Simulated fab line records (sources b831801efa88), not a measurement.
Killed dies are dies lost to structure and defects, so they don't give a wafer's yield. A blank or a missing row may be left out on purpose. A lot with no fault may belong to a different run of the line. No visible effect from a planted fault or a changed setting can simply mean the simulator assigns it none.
Code-filled problem report in 8D (eight disciplines) form / flow gf180mcu / the parts of the form that need people (team, actions taken, sign-off) are left out

## 1. WHAT WENT WRONG
Mean of cdNm at GF_POLY_GATE_CD_MEAS_10: 295.6 nm across 6 wafers in 2 lots; on wafers with no fault it is 280.1 nm (standard deviation 0.99). That puts it +16 standard deviations away from the usual mean.
The step: target cd 280 nm.
The first sign was on wafer L172.2 at day 15 02:59, on cdSem-02. Wafers with a number at this step in the record: 42, from 14 lots. By rule, "out" or "out of limits" means more than 4 standard deviations away from the usual mean. All remaining wafers that have a number are taken as sound.

## 2. WHAT IT IS AND WHAT IT IS NOT
question=which readings at this step | is=cdNm | is not=-
question=which lots | is=L172, L173 | is not=L152, L153, L154, L155, L156, L159, L160, L161, L162, L164, L168, L174
question=which wafers of those lots | is=all that have a number | is not=-
question=read on which gauges | is=cdSem-02 | is not=cdSem-01
question=when | is=from day 15 02:59 | is not=up to then (33 sound wafers); but 3 sound wafers of L174 came after

## 3. THE SUSPECTS, EACH WITH WHAT RULES IT OUT
Counting: a tool at a process step up to the reading stays a suspect if it ran every lot that is out and no sound lot after the first of them.
- the gauge at GF_POLY_GATE_CD_MEAS_10 is ruled out. All the wafers that are out were read on cdSem-02, but those of them that GF_POLY_GATE_PEB_08 has rows for are out there too, on other tools.
- lithoTrack-02 at GF_POLY_GATE_PEB_08 (peb time 90 s): kept. It processed each lot that is out, first L172 at day 15 02:37, and no sound lot thereafter; up to then, the last sound lot it processed was L164 at day 12 19:32. On those wafers its own readings are out: heaterPowerTotalW, plateTempC.
The count leaves lithoTrack-02 at GF_POLY_GATE_PEB_08.

## 4. THE CAUSE (what the simulator had put in)
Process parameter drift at GF_POLY_GATE_PEB_08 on lithoTrack-02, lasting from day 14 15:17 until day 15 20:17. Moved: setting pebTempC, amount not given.
The count eliminated every tool but this one.

## 5. THE EFFECT CHAIN, in route order
Rows list readings where the struck wafers' mean (over those with a number) sits beyond 3 standard deviations from the usual. Readings are gone through only where the record gives a usual standard deviation; hours: the median, over the lots, of the time from a lot's start at the first step in this table giving one to that lot's start at this step; sigmas: the change measured in usual standard deviations.
hours=0; step=GF_POLY_GATE_PEB_08; reading=heaterPowerTotalW; usual=85.70 W; on struck wafers=81.97; change=-3.73; sigmas=-43
hours=0; step=GF_POLY_GATE_PEB_08; reading=plateTempC; usual=135.01 C; on struck wafers=130.48; change=-4.53; sigmas=-32
hours=0; step=GF_POLY_GATE_CD_MEAS_10; reading=cdNm; usual=280.1 nm; on struck wafers=295.6; change=+15.5; sigmas=+16
Here are the process steps it includes:
- GF_POLY_GATE_PEB_08: peb time 90 s.
At these later measuring or inspecting steps, every struck wafer for which the step has a row has a number for every such reading, and none has moved that far: GF_SAB_CD_MEAS_09, GF_CONTACT_THK_MEAS_26.

## 6. WHAT WOULD HAVE CAUGHT IT SOONER
In this record the first reading out of limits at a measuring or inspecting step was taken at day 15 02:59, 12 hours after the fault began at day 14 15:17.
At GF_POLY_GATE_PEB_08, the tool's own readings (heaterPowerTotalW, plateTempC) were out on each struck wafer the step has a row for, so an alarm limit on them would have fired on the first such wafer.
Lots out: 2; of these, L173 started GF_POLY_GATE_PEB_08 on lithoTrack-02 after day 15 02:59. Holding the tool at that time would have saved it.
